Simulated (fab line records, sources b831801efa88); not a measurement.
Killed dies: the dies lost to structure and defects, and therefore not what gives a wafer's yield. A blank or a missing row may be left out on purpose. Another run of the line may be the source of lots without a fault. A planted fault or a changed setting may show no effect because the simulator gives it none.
A single fault, viewed from 2 desks || flow sky130 || numbers are kept per desk, each desk with only its own; the story behind them comes last

## THE METROLOGY DESK
What the gauges read, lot by lot, whatever tool the lot ran on: means of the sampled wafers that have a number. Any lot whose mean is over 4 standard deviations away from the usual mean is out of limits and marked OUT; that distance is given in the brackets.
Columns: A = VT_ADJUST_HVTP_OVL at SKY_VT_ADJUST_HVTP_OVL_MEAS_08, usual 0.3 nm; B = LDD_LDN_TW at SKY_LDD_LDN_TW_MEAS_13, usual 1481
{"lot": "L363", "first seen here": "day 6 08:58", "A": 1.2, "B": 1479}
{"lot": "L364", "first seen here": "day 6 14:07", "A": 2.4, "B": 1487}
{"lot": "L367", "first seen here": "day 7 10:45", "A": 2.1, "B": 1482}
{"lot": "L368", "first seen here": "day 7 15:46", "A": -0.7, "B": 1481}
{"lot": "L370", "first seen here": "day 8 03:47", "A": 0.5, "B": 1484}
{"lot": "L372", "first seen here": "day 8 14:13", "A": -1.7, "B": 1486}
{"lot": "L374", "first seen here": "day 9 06:04", "A": -1.3, "B": 1467}
{"lot": "L375", "first seen here": "day 9 11:30", "A": -0.7, "B": 1472}
{"lot": "L380", "first seen here": "day 10 17:54", "A": -0.1, "B": 1482}
{"lot": "L381", "first seen here": "day 11 07:27", "A": -0.0, "B": 1493}
{"lot": "L383", "first seen here": "day 11 14:43", "A": 1.6, "B": 1492}
{"lot": "L384", "first seen here": "day 11 22:04", "A": 1.0, "B": 1472}
{"lot": "L385", "first seen here": "day 12 03:28", "A": 0.7, "B": 1479}
This desk's finding: nothing out of limits on any of the 13 lots.

## DESK OF THE TOOL OWNER: implanter-03
SKY_LDD_N_IMPLANT_10, tool's own readings: per-lot mean of the sampled wafers with a number, covering each lot this tool ran. Any lot whose mean is over 4 standard deviations away from the usual mean is out of limits and marked OUT; that distance is given in the brackets.
Columns: A = beamEnergyKeV at SKY_LDD_N_IMPLANT_10, usual 20.000; B = rotationDeg at SKY_LDD_N_IMPLANT_10, usual 203.00 degrees
{"lot": "L363", "first seen here": "day 18 01:48", "A": 20.006, "B": 202.96}
{"lot": "L368", "first seen here": "day 20 00:00", "A": 20.005, "B": 202.98}
{"lot": "L370", "first seen here": "day 21 01:52", "A": 20.000, "B": 203.03}
{"lot": "L372", "first seen here": "day 21 16:22", "A": 20.000, "B": 203.02}
{"lot": "L375", "first seen here": "day 22 12:49", "A": 19.990, "B": 203.00}
{"lot": "L380", "first seen here": "day 24 03:44", "A": "18.223 (-99 or more) OUT", "B": 203.01}
{"lot": "L381", "first seen here": "day 24 22:07", "A": "18.225 (-99 or more) OUT", "B": 202.98}
{"lot": "L383", "first seen here": "day 25 05:54", "A": "18.229 (-99 or more) OUT", "B": 203.02}
Finding of this desk: L380, L381, L383 out of limits; the first was L380 at day 24 03:44, on beamEnergyKeV at SKY_LDD_N_IMPLANT_10. In limits: L363, L368, L370, L372, L375.

## BROUGHT TOGETHER
The tool owner's desk could have raised an alarm at day 24 03:44, on L380, L381, L383.
Nothing out of limits was seen by the metrology desk.
The metrology desk has L380, L381, L383 on record, within its limits.
Every lot named ran SKY_LDD_N_IMPLANT_10 on implanter-03.

## WHAT THE SIMULATOR HAD INSERTED
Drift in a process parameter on implanter-03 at SKY_LDD_N_IMPLANT_10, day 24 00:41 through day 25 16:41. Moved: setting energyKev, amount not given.
Struck lots among those shown: L380, L381, L383.
Each desk's first reading out of limits, in hours after the fault started: the tool owner's desk, 3.
